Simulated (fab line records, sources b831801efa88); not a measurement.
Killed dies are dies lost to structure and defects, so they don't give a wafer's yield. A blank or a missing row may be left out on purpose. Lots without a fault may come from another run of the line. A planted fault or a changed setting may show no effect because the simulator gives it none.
One fault seen from 2 desks | flow gf180mcu | each desk has only its own numbers; what lay behind them comes last

THE METROLOGY DESK
What the gauges read, lot by lot, whatever tool the lot ran on: means of the sampled wafers that have a number. A lot is out of limits, marked OUT, if its mean lies more than 4 standard deviations from the usual mean; the brackets give that distance.
Columns: A = PASSIVATION_CVD_02_THK at GF_PASSIVATION_THK_MEAS_03, usual 700 nm
lot  | first seen here | A
L248 | day 28 07:23    | 701
L249 | day 28 14:20    | 704
L250 | day 29 01:25    | 694
L251 | day 29 02:54    | 704
L256 | day 30 13:44    | 696
L258 | day 30 23:33    | 694
L259 | day 31 09:15    | 704
L260 | day 31 15:53    | 704
L261 | day 32 02:46    | 688
L264 | day 32 20:03    | 703
L265 | day 32 23:21    | 697
L269 | day 33 23:17    | 709
L271 | day 34 04:20    | 705
This desk's finding: nothing out of limits on any of the 13 lots.

THE TOOL OWNER'S DESK: pvd_sputter-02
The tool's own readings at GF_M4_SPUTTER_02 (material AlCu, target thk 450 nm, time 23.9 s): means of the sampled wafers that have a number, for each lot that ran on this tool. A lot is out of limits, marked OUT, if its mean lies more than 4 standard deviations from the usual mean; the brackets give that distance.
Columns: A = throttle_valve_pct at GF_M4_SPUTTER_02, usual 29.2 %
lot  | first seen here | A
L248 | day 22 17:51    | 28.9
L249 | day 23 01:17    | 28.6
L256 | day 25 09:25    | 29.0
L258 | day 25 18:45    | 28.6
L259 | day 26 06:22    | 29.0
L269 | day 29 07:49    | 28.6
This desk's finding: nothing out of limits on any of the 6 lots.

PUT TOGETHER
The metrology desk saw nothing out of limits.
The tool owner's desk saw nothing out of limits.

WHAT THE SIMULATOR HAD PUT IN
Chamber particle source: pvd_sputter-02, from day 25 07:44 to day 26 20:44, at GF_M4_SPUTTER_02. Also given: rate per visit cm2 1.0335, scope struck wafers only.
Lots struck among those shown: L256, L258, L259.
